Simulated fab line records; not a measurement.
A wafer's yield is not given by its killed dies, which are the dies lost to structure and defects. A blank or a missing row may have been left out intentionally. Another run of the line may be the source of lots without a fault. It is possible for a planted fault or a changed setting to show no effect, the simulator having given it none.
Struck lot and sound lot, side by side :: flow sky130 :: 15 out of 708 route steps
Sound: wafers L399.2, L399.3, L399.6. Struck: wafers L411.1, L411.5 (left out: L411.6, a lot-mate that was not struck); the cause follows at the end.
Order at every step that has rows: each side's tool, ch and its chambers, its first start. Under that, the readings that differ: sound wafers :: struck wafers :: difference of the means :: sigmas: that difference in standard deviations of wafers without a fault.
alike: readings whose means differ by less than 2 such deviations, and words and numbers that are the same on both sides. not compared: withheld readings, readings that some wafer has no value for, bounds like >300 that may hide the same value, and numbers for which the record gives no deviation and whose values overlap.
A row with sigmas, a row that says differs or no value, or rows on one side alone: a step with any of these is where the two part. When numbers do not overlap yet have no deviation, they are printed without sigmas and do not part them. Lack of a reading on every wafer of one side parts them only where that side has two or more wafers.

SKY_VIA3_CD_MEAS_12: target cd 200 nm.
  sound on cdSem-02 at day 40 10:11; struck on cdSem-02 at day 44 04:28
reading: cdNm (nm)
sound: 202.8 201.7 203.3
struck: 199.6 199.1
difference: -3.2
sigmas: -2
SKY_VIA3_OVL_MEAS_13:
  sound on overlay-01 at day 40 10:17; struck on overlay-02 at day 44 04:35
reading: VIA3_OVL (nm)
sound: -3 -4 2
struck: 11 9
difference: +12
sigmas: +2
SKY_VIA3_ETCH_14: etches BARC in N2/H2, stops on SiO2, time 45.9 s, target depth 60 nm.
  sound on rieDiel-01 ch 1,2, day 40 10:19; struck on rieDiel-04 ch 0,1, day 44 04:37
  alike: drypumpMotorCurrentA, n2FlowSccm, oesProductAu, throttleValvePct
  not compared: rfHoursCounterH
SKY_VIA3_ETCH_15: etches SiO2 in C4F8/O2/Ar, stops on TiN, target depth 507 nm, time 78 s.
  sound on rieDiel-01 ch 1,2, day 40 10:22; struck on rieDiel-04 ch 0,1, day 44 04:40
  alike: oesProductAu
  not compared: rfHoursCounterH
SKY_VIA3_STRIP_16: strips in O2/N2.
  sound on plasmaAsher-04 ch 0,1, day 40 10:25; struck on plasmaAsher-01 ch 0,1, day 44 04:44
reading: stripTimeToEndpointS (s)
sound: 4.088 4.110 4.085
struck: 4.191 4.166
difference: +0.084
sigmas: +3
  alike: drypumpMotorCurrentA, n2FlowSccm, oesProductAu
  not compared: rfHoursCounterH
then, 3 steps without rows for these wafers: SKY_VIA3_STRIP_17 (strips in post etch residue remover, time 1200 s); SKY_VIA3_CLEAN_18 (cleans in IPA, time 180 s); SKY_VIA3_CLEAN_19 (cleans in O3/DIW).
SKY_VIA3_SPUTTER_20: material TiN, target thk 20 nm, time 80 s.
  sound on pvdSputter-03 at day 40 11:01; struck on pvdSputter-01 at day 44 05:19
  alike: throttleValvePct
SKY_VIA3_CVD_21: deposits W, target thk 390 nm, time 117.31 s.
  sound on cvdW-01 ch 0, day 40 11:05; struck on cvdW-02 ch 0, day 44 05:23
  alike: heaterPowerW
SKY_VIA3_RS_MEAS_22: the measuring method here is four-point-probe.
  sound on filmMetro-04 at day 40 11:13; struck on filmMetro-04 at day 44 05:31
  alike: VIA3_W_RS
SKY_VIA3_THK_MEAS_23: measures by xrf.
  sound on filmMetro-04 at day 40 11:20; struck on filmMetro-04 at day 44 05:38
  alike: VIA3_W_THK
SKY_VIA3_CMP_24: polishes, stops on SiO2, t overpolish 20 s, target thk 0 nm.
  sound on cmp-02 ch 0,1,2, day 40 11:26; struck on cmp-01 ch 0, day 44 05:44
reading: overpolishRunS (s)
sound: 19.997 20.012 19.998
struck: 0.037 0.046
difference: -19.961
sigmas: -99 or more

reading: timeToEndpointS (s)
sound: 93 91 88
struck: 153 152
difference: +62
sigmas: +13
  alike: motorCurrentA
then, 1 step without rows for these wafers: SKY_METAL4_SPUTTER_00 (material Ti, target thk 15 nm, time 10 s).
-- the record jumps here: 5 days lie between the struck wafers' starts before and after (it left off in module METAL4 and takes up again in module PAD_OPEN, whose first step shown is number 708 of the route) --
SKY_PAD_OPEN_PROBE_99:
  record: rows for the struck wafers here (prober-01, day 49 13:40), none for the sound ones

== WHERE THEY PART ==
Last at SKY_PAD_OPEN_PROBE_99 as far as this record goes, first at SKY_VIA3_CD_MEAS_12.

WHY: whatever the simulator had introduced
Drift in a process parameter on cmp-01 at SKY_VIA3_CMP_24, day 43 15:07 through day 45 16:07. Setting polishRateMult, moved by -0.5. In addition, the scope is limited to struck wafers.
